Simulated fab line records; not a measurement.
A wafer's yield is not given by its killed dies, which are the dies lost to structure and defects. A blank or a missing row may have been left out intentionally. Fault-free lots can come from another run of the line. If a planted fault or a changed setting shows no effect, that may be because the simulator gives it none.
Comparing a struck lot with a sound one	flow sky130	43 steps out of a route of 708
Sound: these wafers, L901.1, L901.5, L901.6. The struck wafers were L905.1, L905.5, L905.6. Last of all comes the cause.
Per side, at each step with rows, come the tool, then ch with its chambers, and then its first start. Under that, the readings that differ: sound wafers	struck wafers	difference of the means	sigmas: that difference in standard deviations of wafers without a fault.
alike: readings with means less than 2 such deviations apart, plus words and numbers identical on both sides. not compared: withheld readings, readings lacking a value on some wafer, bounds such as >300 that could conceal the same value, and numbers that have no deviation in the record and whose values overlap.
The two part at a step that has a row with sigmas, a row that says differs or no value, or rows on one side only. Numbers that have no deviation but don't overlap get no sigmas and don't part them. A reading missing from all wafers of one side parts the sides only when that side holds two or more wafers.

first, 3 steps without rows for these wafers: SKY_VIA3_EXPOSE_09 (exposes mask VIM3, target cd 200 nm); SKY_VIA3_PEB_10; SKY_VIA3_DEVELOP_11 (develop time 60 s).
SKY_VIA3_CD_MEAS_12 targets a cd of 200 nm.
  sound: cd sem-01 at day 42 20:08; struck: cd sem-01 at day 44 07:18
  alike: cd nm
SKY_VIA3_OVL_MEAS_13:
  sound: overlay-02 at day 42 20:15; struck: overlay-01 at day 44 07:25
  alike: VIA3_OVL
then, 1 step without rows for these wafers: SKY_VIA3_ETCH_14 (etches BARC in N2/H2, stops on SiO2, time 45.9 s, target depth 60 nm).
SKY_VIA3_ETCH_15: etches SiO2 in C4F8/O2/Ar, stops on TiN, target depth 507 nm, time 78 s.
  sound on rie diel-01 ch 0,2,3, day 42 20:20; struck on rie diel-01 ch 1,2,3, day 44 07:30
  alike: oes product au
  not compared: rf hours counter h
then, 5 steps without rows for these wafers: SKY_VIA3_STRIP_16 (strips in O2/N2); SKY_VIA3_STRIP_17 (strips in post etch residue remover, time 1200 s); SKY_VIA3_CLEAN_18 (cleans in IPA, time 180 s); SKY_VIA3_CLEAN_19 (cleans in O3/DIW); SKY_VIA3_SPUTTER_20 (material TiN, target thk 20 nm, time 80 s).
SKY_VIA3_CVD_21: deposits W, target thk 390 nm, time 117.31 s.
  sound on cvd w-01 ch 0,1, day 42 21:02; struck on cvd w-01 ch 0,1, day 44 08:13
  alike: heater power w
SKY_VIA3_RS_MEAS_22: measures by four-point-probe.
  sound: film metro-03 at day 42 21:10; struck: film metro-02 at day 44 08:20
reading	sound	struck	difference	sigmas
VIA3_W_RS (ohm/sq)	0.2891 0.2894 0.2907	0.2976 0.2943 0.2968	+0.0065	+2
SKY_VIA3_THK_MEAS_23: measures by xrf.
  sound: film metro-03 at day 42 21:17; struck: film metro-02 at day 44 08:28
  alike: VIA3_W_THK
then, 2 steps without rows for these wafers: SKY_VIA3_CMP_24 (polishes, stops on SiO2, t overpolish 20 s, target thk 0 nm); SKY_METAL4_SPUTTER_00 (material Ti, target thk 15 nm, time 10 s).
SKY_METAL4_SPUTTER_01: material TiN, target thk 20 nm, time 16.7 s.
  sound: pvd sputter-02 at day 42 21:40; struck: pvd sputter-03 at day 44 08:59
  alike: throttle valve pct
then, 1 step without rows for these wafers: SKY_METAL4_SPUTTER_02 (material AlCu, target thk 735 nm, time 39.1 s).
SKY_METAL4_SPUTTER_03: material Ti, target thk 5 nm, time 3.3 s.
  sound: pvd sputter-02 at day 42 21:44; struck: pvd sputter-03 at day 44 09:04
  alike: throttle valve pct
then, 2 steps without rows for these wafers: SKY_METAL4_SPUTTER_04 (material TiN, target thk 70 nm, time 58.3 s); SKY_CAP2M_CVD_00 (deposits SiO2, target thk 15.5 nm).
SKY_CAP2M_THK_MEAS_01:
  sound: film metro-03 at day 42 21:50; struck: film metro-02 at day 44 09:10
  alike: CAP2M_CVD_00_THK
SKY_CAP2M_SPUTTER_02: material TiN, target thk 200 nm, time 166.7 s.
  sound: pvd sputter-04 at day 42 21:53; struck: pvd sputter-03 at day 44 09:14
  alike: throttle valve pct
SKY_CAP2M_RS_MEAS_03: measures by four-point-probe.
  sound: film metro-02 at day 42 22:00; struck: film metro-04 at day 44 09:21
  alike: CAP2M_TIN_RS
SKY_CAP2M_THK_MEAS_04: measures by xrf.
  sound: film metro-02 at day 42 22:07; struck: film metro-04 at day 44 09:28
  alike: CAP2M_TIN_THK
then, 7 steps without rows for these wafers: SKY_CAP2M_DEHYDRATE_05 (time 60 s); SKY_CAP2M_HMDS_06 (prime time 60 s); SKY_CAP2M_COAT_07 (resist thk 1140 nm); SKY_CAP2M_SOFTBAKE_08 (time 60 s); SKY_CAP2M_EXPOSE_09 (exposes mask CAP2M, target cd 1000 nm); SKY_CAP2M_PEB_10; SKY_CAP2M_DEVELOP_11 (develop time 60 s).
SKY_CAP2M_OVL_MEAS_12:
  sound: overlay-02 at day 43 21:13; struck: overlay-01 at day 45 07:40
  alike: CAP2M_OVL
SKY_CAP2M_METAL_ETCH_13: etches TiN in Cl2/BCl3, stops on SiO2, target depth 220 nm, time 62.9 s.
  sound on rie metal-02 ch 0,1, day 43 21:15; struck on rie metal-01 ch 1, day 45 07:42
  alike: drypump motor current A, he backside leak sccm, oes product au, throttle valve pct
  not compared: rf hours counter h
then, 7 steps without rows for these wafers: SKY_CAP2M_STRIP_14 (strips in O2/N2); SKY_CAP2M_STRIP_15 (strips in post etch residue remover, time 1200 s); SKY_CAP2M_CLEAN_16 (cleans in IPA, time 180 s); SKY_CAP2M_CLEAN_17 (cleans in O3/DIW); SKY_METAL4_DEHYDRATE_05 (time 60 s); SKY_METAL4_HMDS_06 (prime time 60 s); SKY_METAL4_COAT_07 (resist thk 60 nm).
-- the record jumps here: 5 days lie between the struck wafers' starts before and after (it left off in module METAL4 and takes up again in module PAD_OPEN, whose first step shown is number 708 of the route) --
SKY_PAD_OPEN_PROBE_99:
  sound: prober-02 at day 48 16:25; struck: prober-01 at day 49 23:05
reading	sound	struck	difference	sigmas
defect limited yield (%)	82.9 82.3 79.5	73.4 72.4 73.2	-8.6	-5
killed_at_M0_to_M3	35 43 59	95 102 79	+46	+7
killed at front end	28 24 20	10 11 14	-12	-3
killed dies	84 87 101	131 136 132	+42	+5
killed short	44 29 47	23 27 34	-12	-2
sort_bin_3_pad_short (%)	0.6 0.6 1.4	5.5 4.9 2.6	+3.5	+8
sort_bin_5_function (%)	9.3 12.0 11.4	13.6 15.0 17.7	+4.5	+3
sort n pass	408 405 391	361 356 360	-42	-5
sort yield pct (%)	82.9 82.3 79.5	73.4 72.4 73.2	-8.6	-5
model.etest.tester.sort n pass	408 405 391	361 356 360	-42	
model.etest.tester.sort yield pct (%)	82.93 82.32 79.47	73.37 72.36 73.17	-8.61	
model.etest.tester.sort_bin_5_pct (%)	9.35 11.99 11.38	13.62 15.04 17.68	+4.54	
model.etest.tester.sort_bin_3_pct (%)	0.6098 0.6098 1.423	5.488 4.878 2.642	+3.455	
  alike: killed_at_M4_up, killed at contacts, killed at other, killed open, sort_bin_6_memory

## WHERE THEY PART
Last at SKY_PAD_OPEN_PROBE_99 as far as this record goes, first at SKY_VIA3_RS_MEAS_22.

WHY: what the simulator had put in
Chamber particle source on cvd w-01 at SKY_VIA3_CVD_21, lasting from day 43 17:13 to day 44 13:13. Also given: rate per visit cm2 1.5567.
